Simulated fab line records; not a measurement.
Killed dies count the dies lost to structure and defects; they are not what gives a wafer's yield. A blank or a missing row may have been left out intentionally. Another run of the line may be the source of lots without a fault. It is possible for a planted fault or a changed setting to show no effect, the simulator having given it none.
fab line records ; flow sfq_line
[record] lots = 7; wafers = 21; last_day = 86
route steps=325 shown C5@250 M6@251 I6@266
lots untouched by any fault: they come from a run of this same line in which no faults occurred
start_h: start of the lot's first displayed wafer, in hours after the record's first day ; wait_h: time in hours since the lot's previous step ; " same as the row above ; L1.1+2: a row that stands for several wafers ; - no value present, or no start provided ; * or withheld: withheld ; < > ~ a bound
route shown NAME@n: names a module that has steps shown in the file, with the first one's number in the route ; usual: the fault-free wafers' mean and standard deviation ; same: alike in all rows ; chamber/n: place in a boat ; sites: each site's reading ; _std_site: the standard deviation of these ; _edge_site: outer sites' mean less inner sites' ; radius_mm: how far each site lies from the wafer's centre ; mask NAME#n: copy n ; behind: tool/chamber where the wafer was last shaped ; hold: why the lot was held/for how many hours/how that ended ; device: the transistor (n, p or np) that didn't switch ; end of line: tests of these same wafers at the route's end ; a step without rows: its recipe alone ; killed: not the wafer's yield, but the dies lost to structure and defects at the first sort ; map: dies across one wafer; x = killed, . = not, _ = none there
set.NAME: the setting that was run; set.NAME@STEP: the one run at that earlier step ; model.NAME: the simulator's own value behind a step, which no gauge read
lots at some steps of the route; a table a step, a row a wafer
services: when a tool's chamber went out of use (start_h, in hours from the record's first day, below 0 if earlier), for how many hours, and the reason
[[steps]]
[step SFQ_TRILAYER_C5_STRIP_SOLV_CLEAN_156]
[recipe] chemistry = NMP; temp_c = 70; time_s = 600
[step SFQ_TRILAYER_M6_DEP_PRE_CLEAN_158]
[recipe] gas = Ar; time_s = 22.5; bias_v = 250
[step SFQ_TRILAYER_M6_DEP_SPUTTER_157]
[recipe] material = Nb; base_pressure_pa = 1.33e-06; chamber_pressure_pa = 0.1333; substrate_temp_c = 20; target_thk_nm = 200; power_w = 2000; time_s = 133.3
[usual] base_pressure_pa = 1.32e-06/1e-07; throttle_valve_pct = 29.9/0.84
lot.wafer;tool;chamber;start_h;wait_h;base_pressure_pa;throttle_valve_pct
L414.2;pvd_sputter-05;-;1667.21;0.0;1.27e-06;29.4
L414.3;pvd_sputter-05;-;1667.21;0.0;1.43e-06;30.5
L414.4;pvd_sputter-05;-;1667.21;0.0;1.3e-06;30.4
L415.1;pvd_sputter-04;-;1671.83;0.0;1.34e-06;30.6
L415.4;pvd_sputter-04;-;1671.83;0.0;1.47e-06;29.2
L415.6;pvd_sputter-04;-;1671.83;0.0;1.35e-06;30.5
L416.2;pvd_sputter-06;-;1675.43;0.0;1.16e-06;31.3
L416.5;pvd_sputter-06;-;1675.43;0.0;1.29e-06;30.0
L416.6;pvd_sputter-06;-;1675.43;0.0;1.38e-06;29.5
L417.2;pvd_sputter-05;-;1684.50;0.0;1.12e-06;30.1
L417.5;pvd_sputter-05;-;1684.50;0.0;1.33e-06;29.5
L417.6;pvd_sputter-05;-;1684.50;0.0;1.31e-06;30.0
L421.1;pvd_sputter-04;-;1710.47;0.0;1.32e-06;30.4
L421.2;pvd_sputter-04;-;1710.47;0.0;1.24e-06;29.2
L421.5;pvd_sputter-04;-;1710.47;0.0;1.39e-06;29.1
L427.2;pvd_sputter-06;-;1740.71;0.0;1.2e-06;28.2
L427.3;pvd_sputter-06;-;1740.71;0.0;1.26e-06;31.0
L427.6;pvd_sputter-06;-;1740.71;0.0;1.36e-06;30.1
L428.1;pvd_sputter-06;-;1745.48;0.0;1.16e-06;27.7
L428.4;pvd_sputter-06;-;1745.48;0.0;1.36e-06;30.0
L428.6;pvd_sputter-06;-;1745.48;0.0;1.14e-06;31.6
[step SFQ_M6_RS_MEAS_938]
[recipe] thk_meas_gauge = four-point-probe; reads = Nb_of_TRILAYER_M6_DEP_SPUTTER_157
[usual] M6_NB_RS = 0.891/0.0088
lot.wafer;tool;chamber;start_h;wait_h;M6_NB_RS[ohm/sq]
L414.2;film_metro-03;-;1667.32;0.1;0.879
L414.3;film_metro-03;-;1667.32;0.1;0.893
L414.4;film_metro-03;-;1667.32;0.1;0.888
L415.1;film_metro-04;-;1671.92;0.0;0.895
L415.4;film_metro-04;-;1671.92;0.0;0.899
L415.6;film_metro-04;-;1671.92;0.0;0.905
L416.2;film_metro-04;-;1675.54;0.1;0.887
L416.5;film_metro-04;-;1675.54;0.1;0.893
L416.6;film_metro-04;-;1675.54;0.1;0.893
L417.2;film_metro-02;-;1684.61;0.1;0.899
L417.5;film_metro-02;-;1684.61;0.1;0.897
L417.6;film_metro-02;-;1684.61;0.1;0.898
L421.1;film_metro-03;-;1710.56;0.0;0.904
L421.2;film_metro-03;-;1710.56;0.0;0.911
L421.5;film_metro-03;-;1710.56;0.0;0.893
L427.2;film_metro-03;-;1740.82;0.1;0.889
L427.3;film_metro-03;-;1740.82;0.1;0.894
L427.6;film_metro-03;-;1740.82;0.1;0.890
L428.1;film_metro-04;-;1745.57;0.0;0.880
L428.4;film_metro-04;-;1745.57;0.0;0.869
L428.6;film_metro-04;-;1745.57;0.0;0.886
[step SFQ_TRILAYER_M6_LITHO_COAT_164]
[recipe] resist = BARC; spin_rpm = 3000; resist_thk_nm = 62
[step SFQ_TRILAYER_M6_LITHO_COAT_159]
[recipe] resist = KrF; spin_rpm = 3000; resist_thk_nm = 600
[step SFQ_TRILAYER_M6_LITHO_SOFTBAKE_163]
[recipe] temp_c = withheld; time_s = withheld; resist = KrF
[step SFQ_TRILAYER_M6_LITHO_EXPOSE_160]
[recipe] mask_id = M6; na = 0.6; source_shape = conventional; sigma_outer = 0.65; target_cd_nm = 500; dose_mj = 14.4
[step SFQ_TRILAYER_M6_LITHO_PEB_162]
[recipe] peb_temp_c = 115; peb_time_s = 60; resist = KrF
[step SFQ_TRILAYER_M6_LITHO_DEVELOP_161]
[recipe] time_s = 60; resist = KrF
[step SFQ_M6_OVL_MEAS_940]
[usual] M6_OVL = 5/5.5
lot.wafer;tool;chamber;start_h;wait_h;M6_OVL[nm]
L414.2;overlay-02;-;1766.28;0.1;-8
L414.3;overlay-02;-;1766.28;0.1;-3
L414.4;overlay-02;-;1766.28;0.1;-5
L415.1;overlay-02;-;1768.67;0.1;17
L415.4;overlay-02;-;1768.67;0.1;9
L415.6;overlay-02;-;1768.67;0.1;15
L416.2;overlay-01;-;1771.08;0.1;9
L416.5;overlay-01;-;1771.08;0.1;1
L416.6;overlay-01;-;1771.08;0.1;4
L417.2;overlay-02;-;1779.48;0.1;-6
L417.5;overlay-02;-;1779.48;0.1;2
L417.6;overlay-02;-;1779.48;0.1;4
L421.1;overlay-01;-;1811.78;0.1;4
L421.2;overlay-01;-;1811.78;0.1;9
L421.5;overlay-01;-;1811.78;0.1;-2
L427.2;overlay-02;-;1840.70;0.1;6
L427.3;overlay-02;-;1840.70;0.1;7
L427.6;overlay-02;-;1840.70;0.1;0
L428.1;overlay-01;-;1846.70;0.1;10
L428.4;overlay-01;-;1846.70;0.1;6
L428.6;overlay-01;-;1846.70;0.1;6
[step SFQ_TRILAYER_M6_BARC_OPEN_METAL_ETCH_206]
[recipe] mask_material = PR; chemistry = O2; target_depth_nm = 125; target = BARC; icp_w = 600; bias_w = 80; pressure_mtorr = 10; time_s = 41.7
[usual] bias_w = 80.01/0.26; chamber_pressure_mTorr = 10.000/0.0094; drypump_motor_current_A = 5.7/0.36; oes_product_au = 0.685/0.0045
lot.wafer;tool;chamber;start_h;wait_h;bias_w;chamber_pressure_mTorr;drypump_motor_current_A;oes_product_au;rf_hours_counter_h;model.KrF_of_TRILAYER_M6_LITHO_COAT_159.thk_nm
L414.2;rie_metal-04;0;1766.31;0.0;-;-;-;-;-;578.7
L414.3;rie_metal-04;0;1766.31;0.0;-;-;-;-;-;577.3
L414.4;rie_metal-04;1;1766.31;0.0;-;-;-;-;-;576.9
L415.1;rie_metal-03;0;1768.71;0.0;-;-;-;-;-;575.1
L415.4;rie_metal-03;0;1768.71;0.0;-;-;-;-;-;573.8
L415.6;rie_metal-03;0;1768.71;0.0;-;-;-;-;-;573.7
L416.2;rie_metal-02;0;1771.13;0.0;-;-;-;-;-;574.4
L416.5;rie_metal-02;0;1771.13;0.0;-;-;-;-;-;575.3
L416.6;rie_metal-02;0;1771.13;0.0;-;-;-;-;-;575.9
L417.2;rie_metal-03;0;1779.51;0.0;80.04;10.006;6.2;0.688;45;521.4
L417.5;rie_metal-03;1;1779.51;0.0;80.16;10.010;4.8;0.683;-;520.1
L417.6;rie_metal-03;0;1779.51;0.0;79.79;10.000;6.2;0.697;-;519.3
L421.1;rie_metal-04;1;1811.82;0.0;79.38;9.999;5.7;0.686;68;523.8
L421.2;rie_metal-04;0;1811.82;0.0;79.81;10.006;5.6;0.690;84;525.3
L421.5;rie_metal-04;0;1811.82;0.0;80.33;9.992;5.6;0.691;-;526.2
L427.2;rie_metal-02;1;1840.73;0.0;80.33;9.980;5.8;0.685;11;520.9
L427.3;rie_metal-02;0;1840.73;0.0;80.09;10.013;5.6;0.685;-;521.2
L427.6;rie_metal-02;0;1840.73;0.0;79.53;9.990;5.6;0.690;-;523.2
L428.1;rie_metal-02;1;1846.73;0.0;80.02;10.000;5.8;0.688;12;522.2
L428.4;rie_metal-02;1;1846.73;0.0;80.28;9.974;5.8;0.677;-;523.1
L428.6;rie_metal-02;0;1846.73;0.0;80.31;10.006;5.6;0.684;-;521.2
[step SFQ_TRILAYER_M6_ETCH_METAL_ETCH_162]
[recipe] target = Nb; stop_on = SiO2; mask_material = PR; chemistry = Cl2/Ar; target_depth_nm = 240; icp_w = 600; bias_w = 80; pressure_mtorr = 10; time_s = 120
[usual] bias_w = 79.98/0.27; chamber_pressure_mTorr = 10.001/0.0089; drypump_motor_current_A = 5.7/0.36; oes_product_au = 0.894/0.0068
lot.wafer;tool;chamber;start_h;wait_h;bias_w;chamber_pressure_mTorr;drypump_motor_current_A;oes_product_au;rf_hours_counter_h;model.KrF_of_TRILAYER_M6_LITHO_COAT_159.thk_nm
L414.2;rie_metal-04;0;1766.37;0.0;80.12;10.020;5.6;0.376;79;439
L414.3;rie_metal-04;0;1766.37;0.0;80.30;9.999;5.6;0.370;-;438.9
L414.4;rie_metal-04;1;1766.37;0.0;80.32;10.007;5.7;0.372;-;438.6
L415.1;rie_metal-03;0;1768.83;0.1;79.97;10.003;6.1;0.379;43;432.5
L415.4;rie_metal-03;0;1768.83;0.1;79.69;9.992;6.1;0.374;-;431.4
L415.6;rie_metal-03;0;1768.83;0.1;79.73;10.008;6.2;0.373;-;431.3
L416.2;rie_metal-02;0;1771.27;0.1;79.99;9.980;5.6;0.373;-;429.8
L416.5;rie_metal-02;0;1771.27;0.1;79.77;10.001;5.6;0.367;-;431.5
L416.6;rie_metal-02;0;1771.27;0.1;79.56;10.002;5.6;0.376;-;433.2
L417.2;rie_metal-03;0;1779.57;0.0;79.98;10.014;6.1;0.881;45;382
L417.5;rie_metal-03;1;1779.57;0.0;80.44;9.994;4.8;0.896;-;380.8
L417.6;rie_metal-03;0;1779.57;0.0;80.25;9.982;6.1;0.898;-;378.6
L421.1;rie_metal-04;1;1811.88;0.0;79.96;10.000;5.7;0.885;68;384.4
L421.2;rie_metal-04;0;1811.88;0.0;80.38;10.009;5.6;0.883;84;388
L421.5;rie_metal-04;0;1811.88;0.0;80.12;10.004;5.5;0.894;-;388.5
L427.2;rie_metal-02;1;1840.79;0.0;79.74;9.991;5.8;0.889;11;378.2
L427.3;rie_metal-02;0;1840.79;0.0;79.42;9.984;5.6;0.892;-;380.8
L427.6;rie_metal-02;0;1840.79;0.0;80.04;9.990;5.6;0.886;-;382.6
L428.1;rie_metal-02;1;1846.79;0.0;79.93;9.989;5.8;0.901;12;380.7
L428.4;rie_metal-02;1;1846.79;0.0;80.24;10.001;5.8;0.908;-;379.7
L428.6;rie_metal-02;0;1846.79;0.0;80.22;10.003;5.6;0.894;-;379
[step SFQ_TRILAYER_M6_STRIP_STRIP_163]
[recipe] gas = O2; power_w = 200; platen_temp_c = 40; overash_fraction = 0.65; chemistry = O2; pressure_mtorr = 50
[step SFQ_TRILAYER_M6_STRIP_SOLV_CLEAN_164]
[recipe] chemistry = NMP; temp_c = 70; time_s = 600
[step SFQ_TRILAYER_I6_DEP_PECVD_165]
[recipe] material = SiO2; temp_c = 150; time_s = 111.11; pressure_torr = 2.4; rf_w = 183.3; precursor = SiH4/N2O; target_thk_nm = 500
[usual] heater_power_w = 87/14; throttle_valve_pct = 24.3/0.98
lot.wafer;tool;chamber;start_h;wait_h;heater_power_w;throttle_valve_pct
L414.2;pecvd-03;0;1767.27;0.0;66;22.3
L414.3;pecvd-03;2;1767.27;0.0;114;23.0
L414.4;pecvd-03;1;1767.27;0.0;67;24.0
L415.1;pecvd-02;1;1770.45;0.0;87;24.9
L415.4;pecvd-02;0;1770.45;0.0;90;25.0
L415.6;pecvd-02;2;1770.45;0.0;80;24.4
L416.2;pecvd-03;1;1772.85;0.0;62;23.9
L416.5;pecvd-03;0;1772.85;0.0;71;22.3
L416.6;pecvd-03;2;1772.85;0.0;110;22.8
L417.2;pecvd-02;0;1780.47;0.0;101;24.7
L417.5;pecvd-02;1;1780.47;0.0;95;24.7
L417.6;pecvd-02;0;1780.47;0.0;83;25.0
L421.1;pecvd-04;0;1812.78;0.0;100;24.2
L421.2;pecvd-04;2;1812.78;0.0;88;26.2
L421.5;pecvd-04;2;1812.78;0.0;74;26.3
L427.2;pecvd-04;1;1841.69;0.0;83;24.1
L427.3;pecvd-04;0;1841.69;0.0;102;24.0
L427.6;pecvd-04;1;1841.69;0.0;89;24.4
L428.1;pecvd-02;0;1847.69;0.0;100;25.2
L428.4;pecvd-02;1;1847.69;0.0;98;25.0
L428.6;pecvd-02;2;1847.69;0.0;84;24.8
[step SFQ_TRILAYER_I6_CMP_CMP_166]
[recipe] material = SiO2; down_force_psi = 3; platen_rpm = 60; pad_velocity_m_s = 0.94248
[step SFQ_I6_BOW_MEAS_941]
[recipe] mode = bow
[usual] I6_BOW = 8/8.8
lot.wafer;tool;chamber;start_h;wait_h;I6_BOW[um]
L414.2;film_metro-03;-;1802.95;1.0;17
L414.3;film_metro-03;-;1802.95;1.0;6
L414.4;film_metro-03;-;1802.95;1.0;16
L415.1;film_metro-04;-;1805.93;1.5;3
L415.4;film_metro-04;-;1805.93;1.5;-3
L415.6;film_metro-04;-;1805.93;1.5;14
L416.2;film_metro-01;-;1808.13;2.0;-5
L416.5;film_metro-01;-;1808.13;2.0;-4
L416.6;film_metro-01;-;1808.13;2.0;13
L417.2;film_metro-01;-;1813.00;2.5;-5
L417.5;film_metro-01;-;1813.00;2.5;-10
L417.6;film_metro-01;-;1813.00;2.5;-4
L421.1;film_metro-03;-;1833.98;1.0;7
L421.2;film_metro-03;-;1833.98;1.0;9
L421.5;film_metro-03;-;1833.98;1.0;3
L427.2;film_metro-04;-;1852.00;1.5;0
L427.3;film_metro-04;-;1852.00;1.5;7
L427.6;film_metro-04;-;1852.00;1.5;6
L428.1;film_metro-01;-;1853.11;2.5;14
L428.4;film_metro-01;-;1853.11;2.5;19
L428.6;film_metro-01;-;1853.11;2.5;14
[step SFQ_TRILAYER_I6_METRO_MEASURE_167]
[usual] thk_nm = 200.2/1
lot.wafer;tool;chamber;start_h;wait_h;thk_nm
L414.2;film_metro-03;-;1803.25;0.3;199.3
L414.3;film_metro-03;-;1803.25;0.3;201.3
L414.4;film_metro-03;-;1803.25;0.3;202.0
L415.1;film_metro-04;-;1806.05;0.1;200.5
L415.4;film_metro-04;-;1806.05;0.1;199.8
L415.6;film_metro-04;-;1806.05;0.1;199.9
L416.2;film_metro-01;-;1808.43;0.3;199.8
L416.5;film_metro-01;-;1808.43;0.3;198.2
L416.6;film_metro-01;-;1808.43;0.3;200.0
L417.2;film_metro-01;-;1813.30;0.3;200.5
L417.5;film_metro-01;-;1813.30;0.3;200.9
L417.6;film_metro-01;-;1813.30;0.3;199.7
L421.1;film_metro-03;-;1834.10;0.1;200.3
L421.2;film_metro-03;-;1834.10;0.1;200.0
L421.5;film_metro-03;-;1834.10;0.1;200.8
L427.2;film_metro-04;-;1852.30;0.3;200.1
L427.3;film_metro-04;-;1852.30;0.3;200.8
L427.6;film_metro-04;-;1852.30;0.3;200.9
L428.1;film_metro-01;-;1853.23;0.1;201.7
L428.4;film_metro-01;-;1853.23;0.1;201.1
L428.6;film_metro-01;-;1853.23;0.1;200.6
[step SFQ_TRILAYER_I6_VIA_LITHO_COAT_174]
[recipe] resist = BARC; spin_rpm = 3000; resist_thk_nm = 62
[step SFQ_TRILAYER_I6_VIA_LITHO_COAT_169]
[recipe] resist = KrF; spin_rpm = 3000; resist_thk_nm = 650
[step SFQ_TRILAYER_I6_VIA_LITHO_SOFTBAKE_173]
[recipe] temp_c = withheld; time_s = withheld; resist = KrF
[step SFQ_TRILAYER_I6_VIA_LITHO_EXPOSE_170]
[recipe] mask_id = I6; na = 0.6; source_shape = conventional; sigma_outer = 0.65; target_cd_nm = 700; dose_mj = 21.3
[usual] exposure_dose_mJ_cm2 = 21.295/0.019; focus_offset_nm = 0.1/0.48
lot.wafer;tool;chamber;start_h;wait_h;mask;exposure_dose_mJ_cm2;focus_offset_nm
L414.2;krf_scanner-02;-;1889.08;-;I6#0;-;-
L414.3;krf_scanner-02;-;1889.08;-;I6#0;-;-
L414.4;krf_scanner-02;-;1889.08;-;I6#0;-;-
L415.1;krf_scanner-02;-;1891.28;-;I6#0;-;-
L415.4;krf_scanner-02;-;1891.28;-;I6#0;-;-
L415.6;krf_scanner-02;-;1891.28;-;I6#0;-;-
L416.2;krf_scanner-02;-;1893.88;-;I6#0;-;-
L416.5;krf_scanner-02;-;1893.88;-;I6#0;-;-
L416.6;krf_scanner-02;-;1893.88;-;I6#0;-;-
L417.2;krf_scanner-02;0;1897.48;-;I6#0;21.284;0.2
L417.5;krf_scanner-02;0;1897.48;-;I6#0;21.286;-0.4
L417.6;krf_scanner-02;0;1897.48;-;I6#0;21.275;0.2
L421.1;krf_scanner-01;0;1924.94;-;I6#0;21.319;-0.1
L421.2;krf_scanner-01;0;1924.94;-;I6#0;21.301;1.1
L421.5;krf_scanner-01;0;1924.94;-;I6#0;21.306;0.4
L427.2;krf_scanner-01;0;1946.91;-;I6#0;21.272;1.6
L427.3;krf_scanner-01;0;1946.91;-;I6#0;21.317;0.0
L427.6;krf_scanner-01;0;1946.91;-;I6#0;21.248;0.9
L428.1;krf_scanner-01;0;1947.91;-;I6#0;21.287;1.1
L428.4;krf_scanner-01;0;1947.91;-;I6#0;21.305;0.3
L428.6;krf_scanner-01;0;1947.91;-;I6#0;21.326;-0.1
[step SFQ_TRILAYER_I6_VIA_LITHO_PEB_172]
[recipe] peb_temp_c = 115; peb_time_s = 60; resist = KrF
[step SFQ_TRILAYER_I6_VIA_LITHO_DEVELOP_171]
[recipe] time_s = 60; resist = KrF
[step SFQ_I6_OVL_MEAS_942]
[usual] I6_OVL = 2/5
lot.wafer;tool;chamber;start_h;wait_h;I6_OVL[nm]
L414.2;overlay-02;-;1890.38;0.1;-
L414.3;overlay-02;-;1890.38;0.1;-
L414.4;overlay-02;-;1890.38;0.1;-
L415.1;overlay-02;-;1892.78;0.1;-
L415.4;overlay-02;-;1892.78;0.1;-
L415.6;overlay-02;-;1892.78;0.1;-
L416.2;overlay-02;-;1895.18;0.1;-
L416.5;overlay-02;-;1895.18;0.1;-
L416.6;overlay-02;-;1895.18;0.1;-
L417.2;overlay-01;-;1898.78;0.1;-6
L417.5;overlay-01;-;1898.78;0.1;-1
L417.6;overlay-01;-;1898.78;0.1;-2
L421.1;overlay-02;-;1926.44;0.1;5
L421.2;overlay-02;-;1926.44;0.1;11
L421.5;overlay-02;-;1926.44;0.1;7
L427.2;overlay-01;-;1948.22;0.1;2
L427.3;overlay-01;-;1948.22;0.1;5
L427.6;overlay-01;-;1948.22;0.1;3
L428.1;overlay-01;-;1949.41;0.1;4
L428.4;overlay-01;-;1949.41;0.1;5
L428.6;overlay-01;-;1949.41;0.1;3
[step SFQ_TRILAYER_I6_VIA_BARC_OPEN_VIA_ETCH_235]
[recipe] mask_material = PR; chemistry = O2; target_depth_nm = 125; target = BARC; source_w = 500; bias_w = 80; pressure_mtorr = 30; time_s = 41.7
[usual] bias_w = 79.99/0.24; chamber_pressure_mTorr = 30.000/0.027; drypump_motor_current_A = 5.7/0.61; oes_product_au = 0.685/0.0051
lot.wafer;tool;chamber;start_h;wait_h;bias_w;chamber_pressure_mTorr;drypump_motor_current_A;oes_product_au;rf_hours_counter_h
L414.2;rie_diel-04;0;1890.41;0.0;79.55;29.991;5.1;0.683;16
L414.3;rie_diel-04;1;1890.41;0.0;80.12;30.018;4.9;0.689;15
L414.4;rie_diel-04;3;1890.41;0.0;80.29;30.030;6.0;0.681;1
L415.1;rie_diel-03;0;1892.81;0.0;79.90;29.977;6.1;0.680;9
L415.4;rie_diel-03;0;1892.81;0.0;80.02;29.986;6.1;0.689;-
L415.6;rie_diel-03;3;1892.81;0.0;79.61;30.042;5.8;0.683;-
L416.2;rie_diel-04;2;1895.21;0.0;79.80;30.000;5.2;0.685;5
L416.5;rie_diel-04;3;1895.21;0.0;80.14;29.999;6.1;0.689;-
L416.6;rie_diel-04;0;1895.21;0.0;79.98;30.004;5.1;0.686;-
L417.2;rie_diel-01;1;1898.81;0.0;79.95;30.055;5.0;0.683;7
L417.5;rie_diel-01;3;1898.81;0.0;80.02;30.002;6.0;0.675;-
L417.6;rie_diel-01;0;1898.81;0.0;80.54;30.019;5.5;0.686;-
L421.1;rie_diel-03;3;1926.47;0.0;80.15;29.990;5.8;0.689;20
L421.2;rie_diel-03;1;1926.47;0.0;79.84;30.043;6.8;0.686;1
L421.5;rie_diel-03;2;1926.47;0.0;79.65;29.936;6.4;0.680;-
L427.2;rie_diel-04;2;1948.25;0.0;79.83;29.980;5.2;0.685;6
L427.3;rie_diel-04;0;1948.25;0.0;80.16;29.984;5.1;0.683;17
L427.6;rie_diel-04;2;1948.25;0.0;80.14;30.013;5.1;0.679;-
L428.1;rie_diel-03;1;1949.45;0.0;79.93;30.010;6.8;0.682;1
L428.4;rie_diel-03;2;1949.45;0.0;79.92;29.949;6.4;0.683;18
L428.6;rie_diel-03;1;1949.45;0.0;79.81;29.976;6.8;0.685;-
[step SFQ_TRILAYER_I6_VIA_ETCH_VIA_ETCH_172]
[recipe] target = SiO2; stop_on = Nb; mask_material = PR; taper_deg = 20; chemistry = CHF3; target_depth_nm = 260; source_w = 500; bias_w = 80; pressure_mtorr = 30; time_s = withheld
[usual] bias_w = 80.01/0.23; chamber_pressure_mTorr = 29.997/0.025; drypump_motor_current_A = 5.7/0.61; oes_product_au = 0.855/0.0051
lot.wafer;tool;chamber;start_h;wait_h;bias_w;chamber_pressure_mTorr;drypump_motor_current_A;oes_product_au
L414.2;rie_diel-04;0;1890.45;0.0;79.79;29.994;5.1;0.366
L414.3;rie_diel-04;1;1890.45;0.0;79.74;30.014;4.9;0.367
L414.4;rie_diel-04;3;1890.45;0.0;79.92;30.020;6.0;0.379
L415.1;rie_diel-03;0;1892.85;0.0;79.48;29.949;6.2;0.373
L415.4;rie_diel-03;0;1892.85;0.0;79.77;29.973;6.1;0.378
L415.6;rie_diel-03;3;1892.85;0.0;79.86;29.976;5.9;0.377
L416.2;rie_diel-04;2;1895.25;0.0;80.01;29.947;5.1;0.381
L416.5;rie_diel-04;3;1895.25;0.0;80.22;29.984;6.1;0.380
L416.6;rie_diel-04;0;1895.25;0.0;79.80;30.008;5.1;0.379
L417.2;rie_diel-01;1;1898.85;0.0;80.07;30.011;5.0;0.852
L417.5;rie_diel-01;3;1898.85;0.0;79.94;29.963;6.1;0.852
L417.6;rie_diel-01;0;1898.85;0.0;80.16;29.956;5.5;0.853
L421.1;rie_diel-03;3;1926.51;0.0;80.27;30.009;5.9;0.852
L421.2;rie_diel-03;1;1926.51;0.0;79.98;30.010;6.8;0.858
L421.5;rie_diel-03;2;1926.51;0.0;79.60;29.973;6.4;0.860
L427.2;rie_diel-04;2;1948.29;0.0;80.09;29.993;5.1;0.850
L427.3;rie_diel-04;0;1948.29;0.0;80.07;30.026;5.1;0.857
L427.6;rie_diel-04;2;1948.29;0.0;80.14;30.049;5.2;0.865
L428.1;rie_diel-03;1;1949.49;0.0;80.39;30.017;6.8;0.855
L428.4;rie_diel-03;2;1949.49;0.0;80.21;29.976;6.4;0.861
L428.6;rie_diel-03;1;1949.49;0.0;80.08;30.027;6.8;0.845
[step SFQ_TRILAYER_I6_VIA_STRIP_STRIP_173]
[recipe] gas = O2; power_w = 200; platen_temp_c = 40; overash_fraction = 0.65; chemistry = O2; pressure_mtorr = 50
[usual] drypump_motor_current_A = 5.6/0.46; oes_product_au = 1.003/0.0088
lot.wafer;tool;chamber;start_h;wait_h;drypump_motor_current_A;oes_product_au;rf_hours_counter_h
L414.2;rie_metal-02;1;1890.57;-;5.7;1.010;17
L414.3;rie_metal-02;0;1890.57;-;5.6;1.005;-
L414.4;rie_metal-02;1;1890.57;-;5.8;1.013;-
L415.1;rie_metal-02;0;1892.97;-;5.6;1.001;94
L415.4;rie_metal-02;0;1892.97;-;5.6;0.997;-
L415.6;rie_metal-02;0;1892.97;-;5.6;1.005;-
L416.2;rie_metal-03;0;1895.37;-;6.1;0.992;57
L416.5;rie_metal-03;1;1895.37;-;4.8;1.000;-
L416.6;rie_metal-03;0;1895.37;-;6.1;0.994;-
L417.2;rie_metal-02;0;1898.97;-;5.6;0.998;94
L417.5;rie_metal-02;1;1898.97;-;5.8;1.001;-
L417.6;rie_metal-02;0;1898.97;-;5.6;1.001;-
L421.1;rie_metal-03;1;1926.63;-;4.8;0.991;15
L421.2;rie_metal-03;0;1926.63;-;6.1;1.011;60
L421.5;rie_metal-03;1;1926.63;-;4.8;0.996;-
L427.2;rie_metal-02;1;1948.40;-;5.8;1.000;25
L427.3;rie_metal-02;1;1948.40;-;5.8;1.015;-
L427.6;rie_metal-02;1;1948.40;-;5.8;1.010;-
L428.1;rie_metal-03;0;1949.60;-;6.2;1.008;64
L428.4;rie_metal-03;1;1949.60;-;4.8;1.000;-
L428.6;rie_metal-03;0;1949.60;-;6.2;1.009;-
[[services]]
tool;chamber;start_h;hours;kind
rie_diel-03;0;1652.00;14.0;repair
rie_metal-03;-;1660.20;0.1;repair
krf_scanner-02;-;1664.48;1.0;pm
rie_diel-04;0;1680.13;4.2;repair
krf_scanner-02;-;1688.70;0.4;repair
rie_metal-03;-;1698.23;0.5;repair
rie_metal-04;-;1700.52;0.2;repair
rie_diel-03;2;1715.85;4.8;repair
krf_scanner-02;-;1727.35;1.3;pm
rie_diel-04;0;1729.49;3.9;repair
krf_scanner-02;-;1744.46;3.2;repair
rie_metal-03;0;1749.06;3.4;repair
rie_diel-03;3;1754.90;2.5;repair
krf_scanner-02;-;1770.70;0.8;pm
rie_metal-04;-;1773.90;0.7;repair
rie_diel-03;-;1775.55;2.8;pm
rie_metal-02;0;1802.32;21.4;repair
krf_scanner-02;-;1833.08;1.0;pm
rie_metal-03;-;1834.82;14.6;pm
rie_diel-03;2;1849.99;4.0;repair
krf_scanner-02;-;1872.05;4.4;pm
rie_diel-03;2;1884.65;10.0;repair
rie_metal-03;-;1892.23;2.8;pm
rie_diel-04;3;1912.22;30.6;repair
[[key]]
[first_sign] step = SFQ_TRILAYER_M6_BARC_OPEN_METAL_ETCH_206; reading = tool_record; direction = missing
[effect] step = SFQ_TRILAYER_M6_ETCH_METAL_ETCH_162; reading = oes_product_au; direction = down; sigmas = 76; usual = 0.894; struck = 0.373
[effect] step = SFQ_TRILAYER_I6_VIA_LITHO_EXPOSE_170; reading = tool_record; direction = missing
[effect] step = SFQ_I6_OVL_MEAS_942; reading = I6_OVL; direction = missing
[effect] step = SFQ_TRILAYER_I6_VIA_ETCH_VIA_ETCH_172; reading = oes_product_au; direction = down; sigmas = 94; usual = 0.855; struck = 0.376
[model_effect] step = SFQ_TRILAYER_M6_BARC_OPEN_METAL_ETCH_206; value = KrF_of_TRILAYER_M6_LITHO_COAT_159.thk_nm; without = 524; struck = 575.7
[model_effect] step = SFQ_TRILAYER_M6_ETCH_METAL_ETCH_162; value = KrF_of_TRILAYER_M6_LITHO_COAT_159.thk_nm; without = 382.4; struck = 434
met_at SFQ_TRILAYER_M6_BARC_OPEN_METAL_ETCH_206
struck_wafers L414.2,L414.3,L414.4,L415.1,L415.4,L415.6,L416.2,L416.5,L416.6
[fault] kind = skipped_step_whole; tool = rie_metal-02,rie_metal-03,rie_metal-04; chamber = -; onset_h = 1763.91; steps = SFQ_TRILAYER_M6_BARC_OPEN_METAL_ETCH_206; scope = struck_lots_only
